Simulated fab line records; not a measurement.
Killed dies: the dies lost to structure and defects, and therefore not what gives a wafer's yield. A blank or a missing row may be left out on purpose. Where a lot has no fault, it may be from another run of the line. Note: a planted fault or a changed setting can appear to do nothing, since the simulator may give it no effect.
fab line records -- flow sfq_line
record lots=14, wafers=42, last_day=78
route steps=325 shown L0@12 I0@56 M1@69 I1@77
lots with no fault: from the same line, run without faults
start_h: start of the lot's first displayed wafer, in hours after the record's first day -- wait_h: hours from the lot's prior step to this one -- " as in the row above -- L1.1+2: several wafers, shown together as one row -- - value missing, or start not given -- * or withheld: withheld -- < > ~ a bound
route shown NAME@n: NAME is a module with steps in the file, n the number in the route of the first one -- usual: average and standard deviation across the fault-free wafers -- same: alike in all rows -- chamber/n: place in a boat -- sites: each site's reading -- _std_site: how widely they spread, as a standard deviation -- _edge_site: mean of outer sites minus mean of inner sites -- radius_mm: for every site, how far away it sits from the centre of the wafer -- mask NAME#n: copy n -- behind: tool/chamber where the wafer was last shaped -- hold: reason for holding the lot/hours on hold/outcome of the hold -- device: whichever transistor did not switch (one of n, p or np) -- end of line: tests of these same wafers at the route's end -- for a step that has no rows: nothing shown but its recipe -- killed: at the first sort, the dies lost to defects and structure; wafer yield is something else -- map: shows each die of a wafer: x if killed, . if not, _ if none is there
set.NAME: the setting as run; set.NAME@STEP: as run at that earlier step -- model.NAME: the simulator's own value behind a step, which no gauge read
one table for each step of the route and one row for each wafer, over a sample of lots
services: when a tool's chamber went out of use (start_h, in hours from the record's first day, below 0 if earlier), for how many hours, and the reason
## steps
# step SFQ_TRILAYER_L0_BARC_OPEN_METAL_ETCH_010
# recipe mask_material=PR, chemistry=O2, target_depth_nm=125, target=BARC, icp_w=600, bias_w=80, pressure_mtorr=10, time_s=41.7
# usual drypump_motor_current_A=6.15/0.25, oes_product_au=0.685/0.0051
# same time_s=41.7
lot.wafer,tool,chamber,start_h,wait_h,drypump_motor_current_A,oes_product_au,rf_hours_counter_h
L793.1,rie_metal-04,1,52.05,0.1,6.07,0.686,30
L793.2,rie_metal-04,1,52.05,0.1,6.05,0.689,-
L793.6,rie_metal-04,1,52.05,0.1,6.04,0.683,-
L794.2,rie_metal-03,0,56.85,0.1,5.94,0.686,208
L794.3,rie_metal-03,1,56.85,0.1,6.58,0.684,-
L794.6,rie_metal-03,0,56.85,0.1,5.94,0.682,-
L795.2,rie_metal-04,1,62.87,0.1,6.07,0.685,-
L795.3,rie_metal-04,1,62.87,0.1,6.09,0.687,-
L795.6,rie_metal-04,1,62.87,0.1,6.11,0.686,-
L796.1,rie_metal-03,1,65.25,0.1,6.59,0.679,148
L796.2,rie_metal-03,0,65.25,0.1,5.89,0.690,209
L796.3,rie_metal-03,1,65.25,0.1,6.63,0.685,-
L801.2,rie_metal-03,1,94.05,0.1,6.60,0.683,154
L801.3,rie_metal-03,0,94.05,0.1,5.94,0.689,-
L801.4,rie_metal-03,1,94.05,0.1,6.58,0.683,-
L802.1,rie_metal-04,0,97.65,0.1,5.84,0.680,4
L802.2,rie_metal-04,1,97.65,0.1,6.09,0.680,39
L802.6,rie_metal-04,1,97.65,0.1,6.10,0.694,-
L803.3,rie_metal-04,1,104.87,0.1,6.09,0.676,-
L803.4,rie_metal-04,0,104.87,0.1,5.84,0.682,-
L803.6,rie_metal-04,0,104.87,0.1,5.87,0.685,-
L807.1,rie_metal-03,1,120.45,0.1,6.56,0.675,159
L807.3,rie_metal-03,0,120.45,0.1,5.91,0.678,-
L807.4,rie_metal-03,1,120.45,0.1,6.59,0.681,-
L808.3,rie_metal-01,0,127.67,0.1,6.22,0.680,-
L808.4,rie_metal-01,1,127.67,0.1,6.36,0.680,-
L808.6,rie_metal-01,1,127.67,0.1,6.34,0.690,-
L812.2,rie_metal-04,0,149.25,0.1,5.82,0.687,14
L812.4,rie_metal-04,0,149.25,0.1,5.81,0.682,-
L812.6,rie_metal-04,1,149.25,0.1,6.09,0.689,-
L813.1,rie_metal-01,1,152.85,0.1,6.33,0.693,201
L813.3,rie_metal-01,0,152.85,0.1,6.23,0.678,-
L813.4,rie_metal-01,1,152.85,0.1,6.31,0.684,-
L814.1,rie_metal-03,1,160.15,0.1,6.60,0.674,165
L814.4,rie_metal-03,0,160.15,0.1,5.91,0.686,-
L814.5,rie_metal-03,0,160.15,0.1,5.91,0.685,-
L815.3,rie_metal-01,0,162.59,0.1,6.20,0.692,-
L815.4,rie_metal-01,0,162.59,0.1,6.24,0.690,-
L815.6,rie_metal-01,0,162.59,0.1,6.20,0.681,-
L816.3,rie_metal-03,1,167.37,0.1,6.59,0.686,-
L816.4,rie_metal-03,0,167.37,0.1,5.92,0.681,-
L816.6,rie_metal-03,1,167.37,0.1,6.61,0.685,-
# step SFQ_TRILAYER_I0_VIA_STRIP_STRIP_035
# recipe gas=O2, power_w=200, platen_temp_c=40, overash_fraction=0.65, chemistry=O2, pressure_mtorr=50
# usual drypump_motor_current_A=6.0/0.31, oes_product_au=0.995/0.011
lot.wafer,tool,chamber,start_h,wait_h,drypump_motor_current_A,oes_product_au,rf_hours_counter_h
L793.1,rie_metal-02,1,228.09,-,5.8,1.008,26
L793.2,rie_metal-02,0,228.09,-,5.6,0.991,119
L793.6,rie_metal-02,0,228.09,-,5.6,0.997,-
L794.2,rie_metal-03,1,231.69,-,6.6,0.984,178
L794.3,rie_metal-03,0,231.69,-,5.9,0.990,-
L794.6,rie_metal-03,0,231.69,-,5.9,0.984,-
L795.2,rie_metal-02,1,244.89,-,5.8,1.010,30
L795.3,rie_metal-02,1,244.89,-,5.8,1.003,-
L795.6,rie_metal-02,1,244.89,-,5.8,1.006,-
L796.1,rie_metal-02,0,247.29,-,5.6,0.983,123
L796.2,rie_metal-02,1,247.29,-,5.8,0.997,30
L796.3,rie_metal-02,0,247.29,-,5.6,0.993,-
L801.2,rie_metal-03,1,301.27,-,6.6,0.991,0
L801.3,rie_metal-03,1,301.27,-,6.6,0.984,-
L801.4,rie_metal-03,0,301.27,-,5.9,0.986,-
L802.1,rie_metal-03,0,309.67,-,5.9,0.985,44
L802.2,rie_metal-03,1,309.67,-,6.6,0.995,2
L802.6,rie_metal-03,1,309.67,-,6.6,0.989,-
L803.3,rie_metal-03,0,314.67,-,5.9,0.987,-
L803.4,rie_metal-03,1,314.67,-,6.6,0.987,-
L803.6,rie_metal-03,1,314.67,-,6.6,0.987,-
L807.1,rie_metal-02,0,328.87,-,5.6,1.022,139
L807.3,rie_metal-02,0,328.87,-,5.6,1.020,-
L807.4,rie_metal-02,1,328.87,-,5.8,1.000,-
L808.3,rie_metal-04,1,343.37,-,6.1,0.987,-
L808.4,rie_metal-04,0,343.37,-,5.8,0.976,-
L808.6,rie_metal-04,1,343.37,-,6.1,0.993,-
L812.2,rie_metal-04,0,371.97,-,5.8,0.996,50
L812.4,rie_metal-04,1,371.97,-,6.1,1.019,-
L812.6,rie_metal-04,0,371.97,-,5.8,1.001,-
L813.1,rie_metal-04,1,382.32,-,6.1,1.007,85
L813.3,rie_metal-04,1,382.32,-,6.1,1.009,-
L813.4,rie_metal-04,0,382.32,-,5.9,0.985,-
L814.1,rie_metal-03,1,387.12,-,6.6,0.983,14
L814.4,rie_metal-03,1,387.12,-,6.6,0.984,-
L814.5,rie_metal-03,1,387.12,-,6.6,0.993,-
L815.3,rie_metal-04,0,392.12,-,5.8,0.996,-
L815.4,rie_metal-04,1,392.12,-,6.1,1.005,-
L815.6,rie_metal-04,1,392.12,-,6.1,0.992,-
L816.3,rie_metal-03,0,395.72,-,5.9,0.993,-
L816.4,rie_metal-03,1,395.72,-,6.6,1.000,-
L816.6,rie_metal-03,0,395.72,-,5.9,0.998,-
# step SFQ_TRILAYER_M1_BARC_OPEN_METAL_ETCH_054
# recipe mask_material=PR, chemistry=O2, target_depth_nm=125, target=BARC, icp_w=600, bias_w=80, pressure_mtorr=10, time_s=41.7
# usual drypump_motor_current_A=6.17/0.28, oes_product_au=0.685/0.004
# same time_s=41.7
lot.wafer,tool,chamber,start_h,wait_h,drypump_motor_current_A,oes_product_au,rf_hours_counter_h
L793.1,rie_metal-01,0,286.72,0.0,6.21,0.695,42
L793.2,rie_metal-01,1,286.72,0.0,6.35,0.679,21
L793.6,rie_metal-01,1,286.72,0.0,6.32,0.684,-
L794.2,rie_metal-01,1,290.32,0.0,6.27,0.686,22
L794.3,rie_metal-01,1,290.32,0.0,6.31,0.691,-
L794.6,rie_metal-01,0,290.32,0.0,6.22,0.682,-
L795.2,rie_metal-04,1,303.52,0.0,6.08,0.684,72
L795.3,rie_metal-04,1,303.52,0.0,6.09,0.687,-
L795.6,rie_metal-04,0,303.52,0.0,5.81,0.683,-
L796.1,rie_metal-01,0,308.32,0.0,6.19,0.681,46
L796.2,rie_metal-01,1,308.32,0.0,6.32,0.695,25
L796.3,rie_metal-01,1,308.32,0.0,6.32,0.693,-
L801.2,rie_metal-04,0,365.82,0.0,5.83,0.687,48
L801.3,rie_metal-04,1,365.82,0.0,6.11,0.686,-
L801.4,rie_metal-04,0,365.82,0.0,5.85,0.686,-
L802.1,rie_metal-04,1,374.22,0.0,6.07,0.690,84
L802.2,rie_metal-04,0,374.22,0.0,5.83,0.681,50
L802.6,rie_metal-04,1,374.22,0.0,6.04,0.688,-
L803.3,rie_metal-04,0,379.79,0.0,5.85,0.686,-
L803.4,rie_metal-04,1,379.79,0.0,6.08,0.685,-
L803.6,rie_metal-04,1,379.79,0.0,6.05,0.691,-
L807.1,rie_metal-03,0,398.97,0.0,5.90,0.688,59
L807.3,rie_metal-03,1,398.97,0.0,6.62,0.684,-
L807.4,rie_metal-03,0,398.97,0.0,5.92,0.686,-
L808.3,rie_metal-03,1,412.19,0.0,6.61,0.676,-
L808.4,rie_metal-03,0,412.19,0.0,5.90,0.687,-
L808.6,rie_metal-03,1,412.19,0.0,6.59,0.682,-
L812.2,rie_metal-03,0,446.97,0.0,5.92,0.678,68
L812.4,rie_metal-03,0,446.97,0.0,5.92,0.684,-
L812.6,rie_metal-03,0,446.97,0.0,5.92,0.696,-
L813.1,rie_metal-01,1,455.37,0.0,6.29,0.678,50
L813.3,rie_metal-01,1,455.37,0.0,6.29,0.686,-
L813.4,rie_metal-01,0,455.37,0.0,6.18,0.684,-
L814.1,rie_metal-01,1,458.97,0.0,6.34,0.683,51
L814.4,rie_metal-01,1,458.97,0.0,6.35,0.687,-
L814.5,rie_metal-01,0,458.97,0.0,6.20,0.682,-
L815.3,rie_metal-03,0,464.99,0.0,5.89,0.689,-
L815.4,rie_metal-03,1,464.99,0.0,6.58,0.687,-
L815.6,rie_metal-03,0,464.99,0.0,5.92,0.679,-
L816.3,rie_metal-04,1,476.09,0.0,6.07,0.687,-
L816.4,rie_metal-04,0,476.09,0.0,5.85,0.684,-
L816.6,rie_metal-04,1,476.09,0.0,6.11,0.684,-
# step SFQ_TRILAYER_I1_VIA_LITHO_COAT_054
# recipe resist=BARC, spin_rpm=3000, resist_thk_nm=62
lot.wafer,tool,chamber,start_h,wait_h
L793.1+2+6,litho_track-01,0,294.29,1.0
L794.2+3+6,litho_track-03,0,298.91,0.8
L795.2+3+6,litho_track-02,0,312.34,0.8
L796.1+2+3,litho_track-03,0,318.29,1.0
L801.2+3+4,litho_track-01,0,375.47,0.8
L802.1+2+6,litho_track-01,0,380.32,1.0
L803.3+4+6,litho_track-03,0,385.22,0.7
L807.1+3+4,litho_track-03,0,407.92,1.0
L808.3+4+6,litho_track-02,0,420.02,0.7
L812.2+4+6,litho_track-03,0,453.57,0.8
L813.1+3+4,litho_track-01,0,460.72,1.0
L814.1+4+5,litho_track-03,0,464.32,1.0
L815.3+4+6,litho_track-02,0,471.74,0.7
L816.3+4+6,litho_track-01,0,481.54,0.7
# step SFQ_TRILAYER_I1_VIA_BARC_OPEN_VIA_ETCH_071
# recipe mask_material=PR, chemistry=O2, target_depth_nm=125, target=BARC, source_w=500, bias_w=80, pressure_mtorr=30, time_s=41.7
# usual drypump_motor_current_A=6.0/0.53, oes_product_au=0.685/0.0048
# same time_s=41.7
lot.wafer,tool,chamber,start_h,wait_h,drypump_motor_current_A,oes_product_au,rf_hours_counter_h
L793.1,rie_diel-02,3,378.74,0.0,6.8,0.694,34
L793.2,rie_diel-02,1,378.74,0.0,5.5,0.682,8
L793.6,rie_diel-02,3,378.74,0.0,6.8,0.687,-
L794.2,rie_diel-03,2,382.34,0.0,6.2,0.688,113
L794.3,rie_diel-03,0,382.34,0.0,6.3,0.681,7
L794.6,rie_diel-03,2,382.34,0.0,6.3,0.682,-
L795.2,rie_diel-03,2,397.74,0.0,6.2,0.678,114
L795.3,rie_diel-03,1,397.74,0.0,6.4,0.681,44
L795.6,rie_diel-03,2,397.74,0.0,6.3,0.674,-
L796.1,rie_diel-03,2,404.94,0.0,6.3,0.685,114
L796.2,rie_diel-03,0,404.94,0.0,6.3,0.690,7
L796.3,rie_diel-03,1,404.94,0.0,6.4,0.681,44
L801.2,rie_diel-04,2,464.49,0.0,6.7,0.713,13
L801.3,rie_diel-04,3,464.49,0.0,5.7,0.681,4
L801.4,rie_diel-04,0,464.49,0.0,6.2,0.682,9
L802.1,rie_diel-04,3,469.29,0.0,5.7,0.707,4
L802.2,rie_diel-04,1,469.29,0.0,5.6,0.718,103
L802.6,rie_diel-04,2,469.29,0.0,6.7,0.689,-
L803.3,rie_diel-03,0,475.29,0.0,6.3,0.688,9
L803.4,rie_diel-03,2,475.29,0.0,6.3,0.694,1
L803.6,rie_diel-03,3,475.29,0.0,4.9,0.679,-
L807.1,rie_diel-04,0,500.59,0.0,6.2,0.679,10
L807.3,rie_diel-04,2,500.59,0.0,6.7,0.681,13
L807.4,rie_diel-04,3,500.59,0.0,5.7,0.688,5
L808.3,rie_diel-03,3,511.39,0.0,4.9,0.685,91
L808.4,rie_diel-03,0,511.39,0.0,6.3,0.690,9
L808.6,rie_diel-03,2,511.39,0.0,6.3,0.693,-
L812.2,rie_diel-04,1,548.75,0.0,5.7,0.687,1
L812.4,rie_diel-04,3,548.75,0.0,5.8,0.683,6
L812.6,rie_diel-04,0,548.75,0.0,6.2,0.686,-
L813.1,rie_diel-03,2,558.15,0.0,6.3,0.678,2
L813.3,rie_diel-03,0,558.15,0.0,6.3,0.689,10
L813.4,rie_diel-03,2,558.15,0.0,6.2,0.692,-
L814.1,rie_diel-02,0,562.95,0.0,5.6,0.687,3
L814.4,rie_diel-02,2,562.95,0.0,5.8,0.687,50
L814.5,rie_diel-02,3,562.95,0.0,6.8,0.677,-
L815.3,rie_diel-02,2,568.95,0.0,5.8,0.689,50
L815.4,rie_diel-02,3,568.95,0.0,6.8,0.678,37
L815.6,rie_diel-02,3,568.95,0.0,6.8,0.682,-
L816.3,rie_diel-02,0,576.15,0.0,5.6,0.681,3
L816.4,rie_diel-02,2,576.15,0.0,5.8,0.683,50
L816.6,rie_diel-02,3,576.15,0.0,6.8,0.687,-
## services
tool,chamber,start_h,hours,kind
rie_diel-03,-,48.12,14.6,pm
rie_diel-02,3,74.60,5.3,repair
rie_diel-04,-,79.10,0.6,repair
rie_diel-04,-,88.25,0.2,repair
rie_metal-02,1,88.77,21.4,repair
rie_diel-02,1,89.40,8.8,repair
rie_diel-04,2,105.77,4.6,repair
rie_metal-03,-,113.18,0.6,repair
rie_metal-02,-,117.35,0.7,repair
rie_diel-04,0,130.05,2.4,repair
rie_metal-03,1,140.07,3.2,repair
rie_diel-04,3,150.65,22.2,repair
rie_diel-03,2,156.35,3.6,repair
rie_metal-04,-,183.36,0.2,repair
rie_metal-04,-,225.93,14.6,pm
rie_metal-04,-,250.74,4.3,pm
rie_metal-04,-,257.96,6.2,repair
rie_metal-04,-,311.05,6.7,repair
rie_metal-03,-,355.80,14.6,pm
rie_metal-01,1,359.49,5.3,repair
rie_diel-03,0,447.18,4.3,repair
rie_diel-03,1,451.00,3.9,repair
rie_diel-03,-,499.54,4.3,pm
rie_diel-03,0,518.97,8.1,repair
## key
first_sign step=SFQ_TRILAYER_I1_VIA_BARC_OPEN_VIA_ETCH_071, reading=oes_product_au, direction=up, sigmas=5.7, usual=0.685, struck=0.713
effect none on later readings
met_at SFQ_TRILAYER_I1_VIA_LITHO_COAT_054
struck_lots L801,L802
struck_wafers L801.2,L802.1,L802.2
not_acting_at SFQ_TRILAYER_L0_BARC_OPEN_METAL_ETCH_010,SFQ_TRILAYER_I0_VIA_STRIP_STRIP_035,SFQ_TRILAYER_M1_BARC_OPEN_METAL_ETCH_054
onset_between 294.29 375.47
fault kind=process_parameter_drift, tool=litho_track-01, chamber=-, onset_h=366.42, steps=SFQ_TRILAYER_I1_VIA_LITHO_COAT_054, channel=resist_thk_nm, offset=3.7469, shape=step, end_h=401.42, scope=struck_wafers_only, acts_in=these_recipes_only, stated=62
